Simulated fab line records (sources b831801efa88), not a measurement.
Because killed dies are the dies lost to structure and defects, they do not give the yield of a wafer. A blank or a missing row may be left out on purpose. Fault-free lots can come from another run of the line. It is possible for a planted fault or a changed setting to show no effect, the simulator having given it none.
A struck lot beside a sound one :: flow gf180mcu :: 15 steps out of a route of 602
Sound: the wafers L880.2, L880.3, L880.6. Struck: wafer L891.1. (L891.2, L891.6 of the same lot were not struck and are left out.) The cause comes at the end.
Per side, at each step with rows, come the tool, then ch with its chambers, and then its first start. Under that, the readings that differ: sound wafers :: struck wafers :: difference of the means :: sigmas: that difference in standard deviations of wafers without a fault.
alike: a reading whose means differ by less than 2 such deviations, as well as words and numbers matching on both sides. not compared: withheld readings; readings where some wafer has no value; bounds like >300 that might hide an equal value; numbers whose values overlap and for which the record gives no deviation.
A row with sigmas, a row that says differs or no value, or rows on one side alone: a step with any of these is where the two part. When numbers do not overlap yet have no deviation, they are printed without sigmas and do not part them. A reading that every wafer of one side lacks parts them only if that side has two wafers or more.

GF_M3_SPUTTER_04: material TiN, target thk 50 nm, time 41.7 s.
  struck on pvd-sputter-04, day 25 07:58; sound on pvd-sputter-01, day 21 12:46
  alike: throttle-valve-pct
GF_M3_RS_MEAS_05: measures by four-point-probe.
  struck on film-metro-01, day 25 08:01; sound on film-metro-02, day 21 12:50
  alike: M3_ALCU_RS
GF_M3_THK_MEAS_06: measures by xrf.
  struck on film-metro-01, day 25 08:08; sound on film-metro-02, day 21 12:56
reading: M3_ALCU_THK (nm)
sound: 461 462 466
struck: 451
difference: -12
sigmas: -3
then, 7 steps without rows for these wafers: GF_M3_DEHYDRATE_07 (time 60 s); GF_M3_HMDS_08 (prime time 60 s); GF_M3_COAT_09 (resist thk 1000 nm); GF_M3_SOFTBAKE_10 (time 60 s); GF_M3_EXPOSE_11 (exposes mask Metal3, target cd 280 nm); GF_M3_PEB_12 (peb time 90 s); GF_M3_DEVELOP_13 (develop time 60 s).
GF_M3_CD_MEAS_14: the cd target is 280 nm.
  struck on cd-sem-01, day 26 05:11; sound on cd-sem-02, day 22 12:08
  alike: cd-nm
GF_M3_OVL_MEAS_15:
  struck on overlay-02, day 26 05:18; sound on overlay-01, day 22 12:14
  alike: M3_OVL
GF_M3_METAL_ETCH_16: etches the open film in Cl2/BCl3, stops on SiO2, target depth 750.8 nm, time 125.1 s.
  sound on rie-metal-04 ch 0,1, day 22 12:16; struck on rie-metal-04 ch 1, day 26 05:20
reading: oes-product-au (a.u.)
sound: 0.997 0.993 0.994
struck: 0.766
difference: -0.229
sigmas: -42

reading: throttle-valve-pct (%)
sound: 28.215 28.235 28.231
struck: 28.473
difference: +0.246
sigmas: +27

reading: model.KrF_of_M3_COAT_09.thk-nm (nm)
sound: 681.4 690.1 684.4
struck: 805.2
difference: +119.9
sigmas: 
  alike: drypump-motor-current-A, mfc-cl2-sccm
  not compared: rf-hours-counter-h
GF_M3_STRIP_17: strips in O2/N2.
  sound on plasma-asher-02 ch 0,1, day 22 12:24; struck on plasma-asher-03 ch 1, day 26 05:28
reading: oes-product-au (a.u.)
sound: 0.535 0.541 0.539
struck: 0.579
difference: +0.041
sigmas: +8

reading: strip-time-to-endpoint-s (s)
sound: 7.35 7.43 7.38
struck: 8.57
difference: +1.18
sigmas: +29
  alike: drypump-motor-current-A, heater-power-w
  not compared: rf-hours-counter-h
then, 1 step without rows for these wafers: GF_M3_STRIP_18 (strips in post etch residue remover, time 1200 s).

== WHERE THEY PART ==
Earliest at GF_M3_THK_MEAS_06; latest, in this record, at GF_M3_STRIP_17.

WHY: the cause the simulator had injected
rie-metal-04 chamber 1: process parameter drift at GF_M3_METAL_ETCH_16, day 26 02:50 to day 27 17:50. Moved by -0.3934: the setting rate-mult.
